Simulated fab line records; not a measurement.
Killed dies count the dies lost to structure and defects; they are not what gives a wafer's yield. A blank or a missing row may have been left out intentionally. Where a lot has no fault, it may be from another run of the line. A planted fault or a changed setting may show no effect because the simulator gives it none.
Chamber matching ; flow sfq_line ; SFQ_TRILAYER_I0_VIA_ETCH_VIA_ETCH_034 on rie_diel-02: 4 sister chambers
The step etches SiO2 in CHF3, stops on Nb, target depth 260 nm. 4 wafers are shown with their chamber, then 8 later ones without.

## WAFERS WITH THEIR CHAMBER
wafer;chamber;oes_product_au (a.u.)
L936.2;1;0.865
L939.1;3;0.854
L939.4;2;0.866
L942.2;0;0.858

## WAFERS MISSING THEIR CHAMBER
wafer;oes_product_au (a.u.)
L942.4;0.853
L942.6;0.861
L945.2;0.865
L945.4;0.853
L945.6;0.865
L950.2;0.858
L950.4;0.855
L950.5;0.846

## EACH ONE'S CHAMBER
wafer;from the rows above;in truth
L942.4;can't be placed: 3 or 0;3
L942.6;can't be placed: 0 or 1 or 2 or 3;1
L945.2;can't be placed: 1 or 2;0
L945.4;can't be placed: 3 or 0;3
L945.6;can't be placed: 1 or 2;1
L950.2;can't be placed: 0 or 3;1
L950.4;can't be placed: 3 or 0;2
L950.5;can't be placed: 3 or 0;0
Correct placement for 0 of the 8. Unplaceable from these rows: 8, with the true chamber sitting among the candidates in 5. Placed wrongly: 0.
How it was worked out, from the rows above alone: a wafer's distance from a chamber is the root of the sum, over the readings, of the square of ((its reading less the chamber's mean) divided by the reading's scatter). The wafer belongs to the nearest chamber; if the next one is less than 2 further off, it can't be placed. Each chamber's mean is taken over the wafers shown for it. The scatter: root of mean squared gap, hidden wafer to nearest shown wafer, with one shown wafer a chamber.
